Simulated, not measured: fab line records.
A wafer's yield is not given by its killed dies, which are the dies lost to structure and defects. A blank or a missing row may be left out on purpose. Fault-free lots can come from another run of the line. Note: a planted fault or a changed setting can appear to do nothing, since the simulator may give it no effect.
fab line records	flow sky130
record: lots: 24	wafers: 72	lastDay: 50
route steps=708 shown LDD_HVP@285 SD_N@349 CONTACT@410 VIA2@519 CAPM@550
lots untouched by any fault: they come from a run of this same line in which no faults occurred
startH: start of the lot's first displayed wafer, in hours after the record's first day	waitH: hours elapsed since this lot's preceding step	" identical to the entry in the row above	L1.1+2: a row that stands for several wafers	- no value, or no start given	* or withheld: withheld	< > ~ a bound
route shown NAME@n: names a module that has steps shown in the file, with the first one's number in the route	usual: mean and standard deviation over wafers with no fault	same: alike in all rows	chamber/n: place in a boat	sites: per-site readings	_std_site: the standard deviation of these	_edge_site: the outer-site mean with the inner-site mean subtracted	radiusMm: how far each site lies from the wafer's centre	mask NAME#n: copy n	behind: tool/chamber where the wafer was last shaped	hold: why the lot went on hold/how many hours it stayed there/how the hold came to an end	device: transistor that didn't switch, given as n, p or np	end of line: at the end of the route, the tests of the same wafers	a step with no rows: only its recipe	killed: not the wafer's yield, but the dies lost to structure and defects at the first sort	map: dies across one wafer; x = killed, . = not, _ = none there
set.NAME: the setting that was run; set.NAME@STEP: the one run at that earlier step	model.NAME: the simulator's own value behind a step, which no gauge read
a sample of lots followed through the steps of the route, with each step as a table and each wafer as a row
services: the hour from which a tool's chamber was out of use, counted from the record's first day as startH (under 0 if before that day), plus the number of hours and why
== steps ==
step: SKY_LDD_HVP_OVL_MEAS_07
usual: LDD_HVP_OVL: 1.1/1.3
lot.wafer	tool	chamber	startH	waitH	LDD_HVP_OVL[nm]
L074.1	overlay-02	-	493.84	0.1	2.7
L074.5	"	-	"	"	2.8
L074.6	"	-	"	"	3.5
L076.2	overlay-02	-	506.88	0.1	1.6
L076.3	"	-	"	"	0.3
L076.4	"	-	"	"	1.5
L075.4	overlay-01	-	507.50	0.1	1.4
L075.5	"	-	"	"	2.3
L075.6	"	-	"	"	2.1
L077.3	overlay-01	-	520.23	0.1	1.1
L077.5	"	-	"	"	0.9
L077.6	"	-	"	"	-0.7
L078.3	overlay-02	-	535.60	0.1	-1.3
L078.4	"	-	"	"	-0.5
L078.5	"	-	"	"	-0.5
L079.3	overlay-02	-	539.28	0.1	0.5
L079.4	"	-	"	"	0.5
L079.5	"	-	"	"	-0.1
L080.1	overlay-01	-	542.54	0.1	1.3
L080.3	"	-	"	"	2.6
L080.5	"	-	"	"	1.9
L081.4	overlay-01	-	552.04	0.1	1.6
L081.5	"	-	"	"	1.4
L081.6	"	-	"	"	2.3
L082.3	overlay-01	-	564.00	0.1	1.7
L082.4	"	-	"	"	0.0
L082.6	"	-	"	"	0.6
L083.1	overlay-02	-	572.92	0.1	1.7
L083.2	"	-	"	"	1.7
L083.6	"	-	"	"	2.2
L084.1	overlay-02	-	582.87	0.1	3.2
L084.3	"	-	"	"	2.0
L084.6	"	-	"	"	2.1
L085.1	overlay-02	-	587.19	0.1	-0.4
L085.5	"	-	"	"	0.2
L085.6	"	-	"	"	-0.9
L086.1	overlay-02	-	601.24	0.1	0.3
L086.3	"	-	"	"	1.8
L086.4	"	-	"	"	1.1
L087.1	overlay-01	-	606.57	0.1	1.9
L087.3	"	-	"	"	2.8
L087.6	"	-	"	"	2.2
L088.1	overlay-01	-	619.99	0.1	1.8
L088.3	"	-	"	"	3.2
L088.4	"	-	"	"	2.6
L089.1	overlay-02	-	643.24	0.1	0.0
L089.4	"	-	"	"	-1.5
L089.5	"	-	"	"	1.6
L090.2	overlay-02	-	646.50	0.1	0.1
L090.3	"	-	"	"	0.2
L090.5	"	-	"	"	0.1
L092.1	overlay-01	-	656.64	0.1	0.4
L092.3	"	-	"	"	1.0
L092.5	"	-	"	"	1.5
L091.1	overlay-02	-	660.82	0.1	2.1
L091.3	"	-	"	"	1.0
L091.5	"	-	"	"	0.6
L093.1	overlay-02	-	662.42	0.1	1.0
L093.3	"	-	"	"	-0.2
L093.5	"	-	"	"	-0.9
L094.3	overlay-01	-	672.30	0.1	3.7
L094.5	"	-	"	"	3.5
L094.6	"	-	"	"	3.8
L096.3	overlay-01	-	680.73	0.1	1.7
L096.4	"	-	"	"	2.0
L096.5	"	-	"	"	1.1
L095.2	overlay-02	-	681.79	0.1	2.1
L095.4	"	-	"	"	2.0
L095.6	"	-	"	"	0.1
L097.1	overlay-02	-	687.97	0.1	0.6
L097.4	"	-	"	"	1.3
L097.5	"	-	"	"	1.0
step: SKY_SD_N_CD_MEAS_07
recipe: targetCdNm: 380
usual: cdNm: 379.6/2.1
lot.wafer	tool	chamber	startH	waitH	cdNm
L074.1	cdSem-02	-	645.89	0.1	380.2
L074.5	"	-	"	"	376.6
L074.6	"	-	"	"	382.1
L076.2	cdSem-01	-	658.36	0.1	380.8
L076.3	"	-	"	"	380.8
L076.4	"	-	"	"	382.3
L075.4	cdSem-02	-	658.55	0.1	381.2
L075.5	"	-	"	"	381.3
L075.6	"	-	"	"	380.9
L077.3	cdSem-01	-	670.28	0.1	380.1
L077.5	"	-	"	"	382.6
L077.6	"	-	"	"	382.5
L078.3	cdSem-02	-	683.50	0.1	378.1
L078.4	"	-	"	"	379.1
L078.5	"	-	"	"	376.9
L079.3	cdSem-02	-	687.05	0.1	376.9
L079.4	"	-	"	"	377.1
L079.5	"	-	"	"	379.1
L080.1	cdSem-01	-	689.94	0.1	379.1
L080.3	"	-	"	"	382.9
L080.5	"	-	"	"	379.5
L081.4	cdSem-02	-	698.40	0.1	378.9
L081.5	"	-	"	"	380.1
L081.6	"	-	"	"	379.4
L082.3	cdSem-02	-	710.43	0.1	379.1
L082.4	"	-	"	"	376.9
L082.6	"	-	"	"	380.6
L083.1	cdSem-02	-	719.56	0.1	382.0
L083.2	"	-	"	"	382.4
L083.6	"	-	"	"	381.7
L084.1	cdSem-02	-	726.49	0.1	378.1
L084.3	"	-	"	"	376.5
L084.6	"	-	"	"	378.6
L085.1	cdSem-01	-	734.11	0.1	379.9
L085.5	"	-	"	"	378.8
L085.6	"	-	"	"	379.2
L086.1	cdSem-02	-	745.24	0.1	378.9
L086.3	"	-	"	"	381.5
L086.4	"	-	"	"	380.4
L087.1	cdSem-02	-	750.34	0.1	379.9
L087.3	"	-	"	"	376.8
L087.6	"	-	"	"	377.6
L088.1	cdSem-01	-	761.74	0.1	377.6
L088.3	"	-	"	"	378.4
L088.4	"	-	"	"	379.7
L089.1	cdSem-02	-	783.49	0.1	381.7
L089.4	"	-	"	"	380.4
L089.5	"	-	"	"	381.9
L090.2	cdSem-02	-	787.53	0.1	378.5
L090.3	"	-	"	"	378.0
L090.5	"	-	"	"	379.1
L092.1	cdSem-02	-	793.01	0.1	380.1
L092.3	"	-	"	"	380.6
L092.5	"	-	"	"	381.6
L091.1	cdSem-01	-	810.54	0.1	380.1
L091.3	"	-	"	"	380.2
L091.5	"	-	"	"	381.0
L094.3	cdSem-01	-	810.93	0.1	377.6
L094.5	"	-	"	"	381.4
L094.6	"	-	"	"	379.7
L093.1	cdSem-01	-	811.26	0.1	376.1
L093.3	"	-	"	"	373.9
L093.5	"	-	"	"	377.8
L096.3	cdSem-02	-	817.28	0.1	379.4
L096.4	"	-	"	"	379.9
L096.5	"	-	"	"	380.9
L095.2	cdSem-01	-	817.58	0.1	376.0
L095.4	"	-	"	"	378.8
L095.6	"	-	"	"	378.1
L097.1	cdSem-01	-	824.91	0.1	382.6
L097.4	"	-	"	"	381.7
L097.5	"	-	"	"	382.9
step: SKY_CONTACT_CMP_04
recipe: material: SiO2	downForcePsi: 4	platenRpm: 60	padVelocityMS: 0.94248
usual: edgeZonePressureFrac: 0.999/0.0052	headPressurePsi: 3.999/0.0084	motorCurrentA: 12.3/1.6	timeToEndpointS: 81/3.5
lot.wafer	tool	chamber	startH	waitH	edgeZonePressureFrac	headPressurePsi	motorCurrentA	timeToEndpointS
L074.1	cmp-01	3	714.29	7.2	1.000	3.996	13.8	80
L074.5	"	2	"	"	0.996	4.011	12.6	78
L074.6	"	3	"	"	1.008	4.012	14.3	76
L076.3	cmp-01	1	719.76	0.1	0.994	3.996	13.9	77
L076.4	"	2	"	"	1.001	3.996	12.1	80
L076.2	"	3	"	"	1.002	3.996	14.7	78
L075.4	cmp-02	3	720.02	0.2	0.993	3.988	10.5	81
L075.5	"	0	"	"	0.995	3.994	13.7	81
L075.6	"	1	"	"	0.998	3.999	11.0	85
L077.3	cmp-02	0	727.41	0.1	0.996	4.002	14.7	79
L077.5	"	3	"	"	1.001	4.005	10.7	80
L077.6	"	0	"	"	0.999	3.987	13.9	81
L078.4	cmp-01	2	744.80	0.1	0.994	4.002	12.6	85
L078.3	"	3	"	"	1.004	3.995	13.9	85
L078.5	"	0	"	"	0.993	4.000	12.9	80
L079.3	cmp-01	1	746.44	0.4	0.998	3.984	14.0	82
L079.4	"	0	"	"	0.994	3.992	12.5	80
L079.5	"	2	"	"	1.006	3.996	12.7	85
L080.1	cmp-02	2	750.45	0.1	1.002	3.995	10.1	84
L080.3	"	1	"	"	0.997	4.005	10.1	85
L080.5	"	2	"	"	1.005	3.993	10.5	83
L081.4	cmp-01	2	754.53	0.0	1.007	4.009	12.2	83
L081.5	"	2	"	"	0.998	4.017	12.1	86
L081.6	"	3	"	"	0.993	3.983	14.6	78
L082.4	cmp-02	2	772.24	0.2	1.000	4.016	9.8	91
L082.3	"	0	"	"	0.994	3.997	14.5	80
L082.6	"	1	"	"	1.008	3.995	10.3	88
L083.2	cmp-01	3	778.53	0.0	0.995	4.011	14.2	81
L083.1	"	0	"	"	0.997	3.998	12.9	79
L083.6	"	3	"	"	0.997	3.997	14.8	80
L084.1	cmp-02	2	783.50	0.1	1.009	3.998	9.7	83
L084.3	"	3	"	"	1.002	4.007	10.8	83
L084.6	"	2	"	"	0.996	3.987	9.8	84
L085.1	cmp-02	0	792.01	0.1	1.002	3.994	14.0	79
L085.5	"	2	"	"	1.004	3.998	10.8	81
L085.6	"	3	"	"	1.002	4.004	10.9	76
L086.1	cmp-02	2	802.37	0.1	1.003	4.008	9.6	86
L086.3	"	3	"	"	0.992	4.006	11.0	85
L086.4	"	1	"	"	1.003	3.998	10.7	86
L087.1	cmp-01	0	808.51	0.1	0.999	4.004	11.9	86
L087.3	"	2	"	"	0.999	3.994	12.4	81
L087.6	"	0	"	"	0.999	4.009	13.5	86
L088.4	cmp-02	2	818.39	0.0	0.997	3.997	9.7	80
L088.1	"	3	"	"	1.005	4.000	10.9	81
L088.3	"	1	"	"	1.001	3.996	10.5	83
L089.4	cmp-01	2	840.56	0.0	0.999	4.001	12.9	83
L089.1	"	3	"	"	1.000	4.002	14.9	80
L089.5	"	2	"	"	0.995	4.008	12.5	83
L090.3	cmp-01	2	844.40	0.0	1.002	3.988	11.6	84
L090.2	"	3	"	"	0.996	3.994	13.5	87
L090.5	"	2	"	"	1.001	4.006	12.4	88
L092.3	cmp-02	2	850.58	0.1	1.004	3.995	10.0	78
L092.1	"	3	"	"	0.994	4.009	11.4	83
L092.5	"	2	"	"	1.009	4.001	10.2	77
L091.3	cmp-01	3	866.58	0.0	0.991	3.999	14.5	81
L091.1	"	1	"	"	0.996	4.000	13.5	77
L091.5	"	0	"	"	1.001	3.989	13.3	83
L094.3	cmp-02	0	867.92	0.1	0.994	4.003	13.6	77
L094.6	"	3	"	"	0.998	4.001	10.6	78
L094.5	"	0	"	"	0.996	3.996	13.8	74
L093.3	cmp-01	2	867.92	0.0	0.999	3.995	12.8	82
L093.1	"	1	"	"	0.999	4.018	13.2	79
L093.5	"	2	"	"	0.998	3.994	13.4	79
L096.4	cmp-01	2	873.78	0.1	1.003	3.989	12.1	77
L096.3	"	3	"	"	0.987	3.998	14.2	79
L096.5	"	1	"	"	1.000	3.990	13.3	75
L095.4	cmp-02	0	874.54	0.1	1.001	3.989	14.2	79
L095.2	"	1	"	"	0.997	4.006	10.7	79
L095.6	"	0	"	"	0.988	3.994	14.5	72
L097.1	cmp-01	0	879.93	0.1	0.998	3.996	12.6	82
L097.4	"	1	"	"	1.000	3.996	13.7	85
L097.5	"	2	"	"	0.999	3.992	12.3	81
step: SKY_VIA2_CD_MEAS_12
recipe: targetCdNm: 200
usual: cdNm: 199.9/1.3
lot.wafer	tool	chamber	startH	waitH	cdNm
L074.1	cdSem-02	-	850.84	-	200.9
L074.5	"	-	"	"	200.5
L074.6	"	-	"	"	200.4
L076.2	cdSem-02	-	859.41	-	201.1
L076.3	"	-	"	"	201.8
L076.4	"	-	"	"	201.5
L075.4	cdSem-01	-	860.20	-	199.3
L075.5	"	-	"	"	200.1
L075.6	"	-	"	"	199.8
L077.3	cdSem-02	-	864.68	-	199.9
L077.5	"	-	"	"	197.7
L077.6	"	-	"	"	198.3
L078.3	cdSem-01	-	883.73	-	200.2
L078.4	"	-	"	"	200.3
L078.5	"	-	"	"	201.2
L079.3	cdSem-01	-	884.91	-	201.4
L079.4	"	-	"	"	201.1
L079.5	"	-	"	"	200.8
L080.1	cdSem-02	-	889.69	-	202.5
L080.3	"	-	"	"	202.6
L080.5	"	-	"	"	202.0
L081.4	cdSem-01	-	891.58	-	199.1
L081.5	"	-	"	"	199.7
L081.6	"	-	"	"	199.1
L082.3	cdSem-02	-	910.11	-	199.6
L082.4	"	-	"	"	200.8
L082.6	"	-	"	"	201.1
L083.1	cdSem-02	-	915.69	-	198.8
L083.2	"	-	"	"	198.8
L083.6	"	-	"	"	199.5
L084.1	cdSem-02	-	919.49	-	198.5
L084.3	"	-	"	"	197.6
L084.6	"	-	"	"	197.6
L085.1	cdSem-02	-	928.84	-	199.7
L085.5	"	-	"	"	199.6
L085.6	"	-	"	"	200.2
L086.1	cdSem-02	-	939.77	-	198.5
L086.3	"	-	"	"	199.0
L086.4	"	-	"	"	198.7
L087.1	cdSem-01	-	943.04	-	200.8
L087.3	"	-	"	"	202.7
L087.6	"	-	"	"	201.1
L088.1	cdSem-01	-	952.34	-	198.9
L088.3	"	-	"	"	199.2
L088.4	"	-	"	"	198.4
L089.1	cdSem-01	-	973.37	-	200.4
L089.4	"	-	"	"	201.3
L089.5	"	-	"	"	201.8
L090.2	cdSem-01	-	976.41	-	199.6
L090.3	"	-	"	"	199.4
L090.5	"	-	"	"	198.9
L092.1	cdSem-01	-	982.34	-	197.7
L092.3	"	-	"	"	197.9
L092.5	"	-	"	"	197.4
L091.1	cdSem-01	-	997.87	-	199.6
L091.3	"	-	"	"	198.7
L091.5	"	-	"	"	199.4
L094.3	cdSem-01	-	998.18	-	199.0
L094.5	"	-	"	"	200.5
L094.6	"	-	"	"	198.3
L093.1	cdSem-02	-	1000.49	-	198.7
L093.3	"	-	"	"	198.9
L093.5	"	-	"	"	198.3
L096.3	cdSem-02	-	1004.36	-	199.3
L096.4	"	-	"	"	199.9
L096.5	"	-	"	"	200.0
L095.2	cdSem-02	-	1004.61	-	201.4
L095.4	"	-	"	"	201.9
L095.6	"	-	"	"	203.2
L097.1	cdSem-01	-	1008.74	-	198.9
L097.4	"	-	"	"	198.5
L097.5	"	-	"	"	199.2
step: SKY_VIA2_ETCH_15
recipe: target: SiO2	chemistry: C4F8/O2/Ar	targetDepthNm: 546	stopOn: TiN	maskMaterial: KrF-thick	sourceW: 1500	biasW: 1200	pressureMtorr: 40	c4f8FlowSccm: withheld	O2_flow_sccm: 6	Ar_flow_sccm: 300	timeS: 84
usual: oesProductAu: 0.939/0.0048
lot.wafer	tool	chamber	startH	waitH	oesProductAu	rfHoursCounterH
L074.1	rieDiel-02	2	851.03	0.0	0.936	26
L074.5	"	2	"	"	0.939	-
L074.6	"	1	"	"	0.942	-
L076.2	rieDiel-01	1	859.58	0.0	0.940	16
L076.3	"	3	"	"	0.933	10
L076.4	"	0	"	"	0.945	2
L075.4	rieDiel-02	3	860.34	0.0	0.936	2
L075.5	"	0	"	"	0.955	-
L075.6	"	3	"	"	0.938	-
L077.3	rieDiel-01	0	864.84	0.0	0.931	2
L077.5	"	0	"	"	0.932	-
L077.6	"	1	"	"	0.945	-
L078.3	rieDiel-02	0	883.89	0.0	0.951	11
L078.4	"	1	"	"	0.935	-
L078.5	"	3	"	"	0.938	-
L079.3	rieDiel-04	1	885.07	0.0	0.934	17
L079.4	"	0	"	"	0.938	16
L079.5	"	3	"	"	0.939	-
L080.1	rieDiel-01	3	889.88	0.0	0.949	11
L080.3	"	1	"	"	0.943	17
L080.5	"	2	"	"	0.939	-
L081.4	rieDiel-04	3	891.72	0.0	0.939	11
L081.5	"	2	"	"	0.941	-
L081.6	"	3	"	"	0.942	-
L082.3	rieDiel-04	0	910.27	0.0	0.935	17
L082.4	"	3	"	"	0.938	11
L082.6	"	1	"	"	0.944	-
L083.1	rieDiel-04	0	915.89	0.0	0.938	17
L083.2	"	3	"	"	0.937	11
L083.6	"	1	"	"	0.936	-
L084.1	rieDiel-02	0	919.69	0.0	0.931	13
L084.3	"	1	"	"	0.937	21
L084.6	"	3	"	"	0.939	-
L085.1	rieDiel-04	3	929.03	0.0	0.938	12
L085.5	"	0	"	"	0.928	-
L085.6	"	1	"	"	0.942	-
L086.1	rieDiel-04	0	939.97	0.0	0.940	18
L086.3	"	1	"	"	0.943	19
L086.4	"	3	"	"	0.933	12
L087.1	rieDiel-02	3	943.24	0.0	0.944	5
L087.3	"	2	"	"	0.941	2
L087.6	"	0	"	"	0.932	-
L088.1	rieDiel-04	3	952.54	0.0	0.938	12
L088.3	"	1	"	"	0.947	19
L088.4	"	2	"	"	0.941	8
L089.1	rieDiel-01	0	973.57	0.0	0.929	5
L089.4	"	1	"	"	0.942	19
L089.5	"	3	"	"	0.942	-
L090.2	rieDiel-04	1	976.59	0.0	0.939	20
L090.3	"	3	"	"	0.936	13
L090.5	"	1	"	"	0.942	-
L092.1	rieDiel-04	0	982.54	0.0	0.940	19
L092.3	"	1	"	"	0.931	20
L092.5	"	2	"	"	0.948	-
L091.1	rieDiel-02	3	998.07	0.0	0.940	6
L091.3	"	1	"	"	0.935	24
L091.5	"	2	"	"	0.943	-
L094.3	rieDiel-01	1	998.34	0.0	0.940	20
L094.5	"	1	"	"	0.941	-
L094.6	"	0	"	"	0.936	-
L093.1	rieDiel-01	3	1000.69	0.0	0.938	14
L093.3	"	0	"	"	0.949	6
L093.5	"	0	"	"	0.938	-
L096.3	rieDiel-01	1	1004.52	0.0	0.932	20
L096.4	"	0	"	"	0.939	7
L096.5	"	2	"	"	0.947	-
L095.2	rieDiel-04	3	1004.79	0.0	0.946	14
L095.4	"	0	"	"	0.934	20
L095.6	"	1	"	"	0.932	-
L097.1	rieDiel-02	1	1008.94	0.0	0.934	24
L097.4	"	3	"	"	0.941	7
L097.5	"	0	"	"	0.950	-
step: SKY_CAPM_METAL_ETCH_13
recipe: targetDepthNm: 220	stopOn: SiO2	chemistry: Cl2/BCl3	target: TiN	pressureMtorr: 10	icpW: 900	biasW: 48.5	Cl2_flow_sccm: 60	bcl3FlowSccm: 30	timeS: 62.9
usual: drypumpMotorCurrentA: 5.4/0.52	oesProductAu: 0.943/0.0079	throttleValvePct: 21.901/0.01
lot.wafer	tool	chamber	startH	waitH	drypumpMotorCurrentA	oesProductAu	rfHoursCounterH	throttleValvePct
L074.1	rieMetal-02	0	877.65	0.0	5.0	0.949	9	21.886
L074.5	"	1	"	"	6.1	0.951	-	21.914
L074.6	"	0	"	"	5.0	0.948	-	21.903
L076.2	rieMetal-03	1	887.45	0.0	4.7	0.948	-	21.895
L076.3	"	1	"	"	4.7	0.952	-	21.916
L076.4	"	1	"	"	4.7	0.941	-	21.894
L075.4	rieMetal-02	0	888.05	0.0	5.0	0.939	-	21.898
L075.5	"	1	"	"	6.1	0.952	-	21.892
L075.6	"	0	"	"	5.0	0.942	-	21.904
L077.3	rieMetal-02	0	892.10	0.0	5.0	0.934	-	21.907
L077.5	"	1	"	"	6.1	0.955	-	21.907
L077.6	"	0	"	"	5.0	0.942	-	21.906
L078.3	rieMetal-01	0	910.75	0.0	5.9	0.948	-	21.898
L078.4	"	1	"	"	5.3	0.943	-	21.882
L078.5	"	0	"	"	5.9	0.946	-	21.899
L079.3	rieMetal-03	1	911.90	0.0	4.7	0.955	-	21.898
L079.4	"	0	"	"	5.6	0.948	-	21.903
L079.5	"	1	"	"	4.7	0.955	-	21.900
L080.1	rieMetal-01	0	917.40	0.0	5.9	0.948	10	21.895
L080.3	"	0	"	"	6.0	0.938	-	21.914
L080.5	"	1	"	"	5.3	0.933	-	21.889
L081.4	rieMetal-03	1	919.02	0.0	4.7	0.939	-	21.900
L081.5	"	0	"	"	5.6	0.936	-	21.903
L081.6	"	1	"	"	4.7	0.939	-	21.920
L082.3	rieMetal-01	1	937.15	0.0	5.3	0.942	-	21.911
L082.4	"	0	"	"	5.9	0.942	-	21.897
L082.6	"	0	"	"	5.9	0.941	-	21.909
L083.1	rieMetal-02	0	941.92	0.0	5.0	0.941	12	21.888
L083.2	"	1	"	"	6.1	0.947	11	21.896
L083.6	"	0	"	"	5.0	0.936	-	21.882
L084.1	rieMetal-02	0	946.18	0.0	5.0	0.939	13	21.887
L084.3	"	0	"	"	5.0	0.932	-	21.898
L084.6	"	0	"	"	5.0	0.926	-	21.908
L085.1	rieMetal-03	0	954.88	0.0	5.6	0.963	2	21.891
L085.5	"	1	"	"	4.7	0.956	-	21.891
L085.6	"	0	"	"	5.6	0.953	-	21.883
L086.1	rieMetal-02	1	965.57	0.0	6.1	0.930	12	21.908
L086.3	"	1	"	"	6.1	0.925	-	21.899
L086.4	"	0	"	"	5.0	0.939	-	21.918
L087.1	rieMetal-01	0	968.70	0.0	5.9	0.953	13	21.907
L087.3	"	1	"	"	5.3	0.958	-	21.900
L087.6	"	1	"	"	5.3	0.950	-	21.899
L088.1	rieMetal-02	0	978.55	0.0	5.0	0.950	14	21.887
L088.3	"	0	"	"	5.0	0.945	-	21.901
L088.4	"	1	"	"	6.1	0.926	-	21.903
L089.1	rieMetal-02	0	999.05	0.0	5.0	0.955	15	21.895
L089.4	"	0	"	"	5.0	0.943	-	21.901
L089.5	"	1	"	"	6.1	0.943	-	21.912
L090.2	rieMetal-03	0	1001.25	0.0	5.6	0.944	5	21.902
L090.3	"	0	"	"	5.6	0.941	-	21.888
L090.5	"	1	"	"	4.7	0.948	-	21.902
L092.1	rieMetal-03	0	1007.53	0.0	5.6	0.930	6	21.906
L092.3	"	1	"	"	4.7	0.937	-	21.902
L092.5	"	0	"	"	5.6	0.934	-	21.912
L091.1	rieMetal-01	1	1023.22	0.0	5.3	0.932	14	21.895
L091.3	"	1	"	"	5.3	0.932	-	21.906
L091.5	"	0	"	"	5.9	0.939	-	21.919
L094.3	rieMetal-03	1	1023.35	0.0	4.7	0.942	-	21.905
L094.5	"	0	"	"	5.6	0.946	-	21.885
L094.6	"	1	"	"	4.7	0.938	-	21.917
L093.1	rieMetal-03	1	1025.15	0.0	4.7	0.943	13	21.892
L093.3	"	1	"	"	4.7	0.947	-	21.895
L093.5	"	0	"	"	5.6	0.948	-	21.910
L096.3	rieMetal-01	1	1028.45	0.0	5.3	0.931	-	21.883
L096.4	"	0	"	"	5.9	0.933	-	21.889
L096.5	"	0	"	"	5.9	0.932	-	21.915
L095.2	rieMetal-02	0	1029.03	0.0	5.0	0.938	17	21.913
L095.4	"	0	"	"	5.0	0.928	-	21.901
L095.6	"	1	"	"	6.1	0.930	-	21.921
L097.1	rieMetal-03	1	1032.65	0.0	4.7	0.945	14	21.896
L097.4	"	0	"	"	5.6	0.945	-	21.888
L097.5	"	0	"	"	5.6	0.945	-	21.891
== services ==
tool	chamber	startH	hours	kind
cmp-02	-	703.55	9.0	pm
cmp-01	-	704.08	0.9	repair
cmp-01	-	704.33	9.6	repair
cmp-01	-	710.22	0.8	repair
cmp-02	-	712.54	2.1	repair
cmp-02	-	731.60	1.8	repair
cmp-02	-	740.97	0.5	repair
cmp-02	-	742.34	1.3	repair
cmp-02	-	744.00	4.0	pm
cmp-02	-	756.15	2.8	repair
rieDiel-04	-	764.06	4.3	repair
cmp-01	-	787.13	6.0	repair
cmp-02	-	809.96	1.1	repair
cmp-02	-	834.17	0.7	repair
cmp-02	-	864.27	1.7	repair
cmp-01	-	874.33	4.6	pm
rieDiel-04	1	886.10	2.6	repair
cmp-02	-	898.17	2.1	repair
cmp-01	-	912.28	4.0	pm
cmp-01	-	917.64	2.4	repair
rieDiel-04	2	917.64	2.8	repair
cmp-01	-	920.45	1.3	repair
cmp-01	-	932.30	0.8	repair
cmp-01	-	949.94	2.2	repair
== key ==
fault none
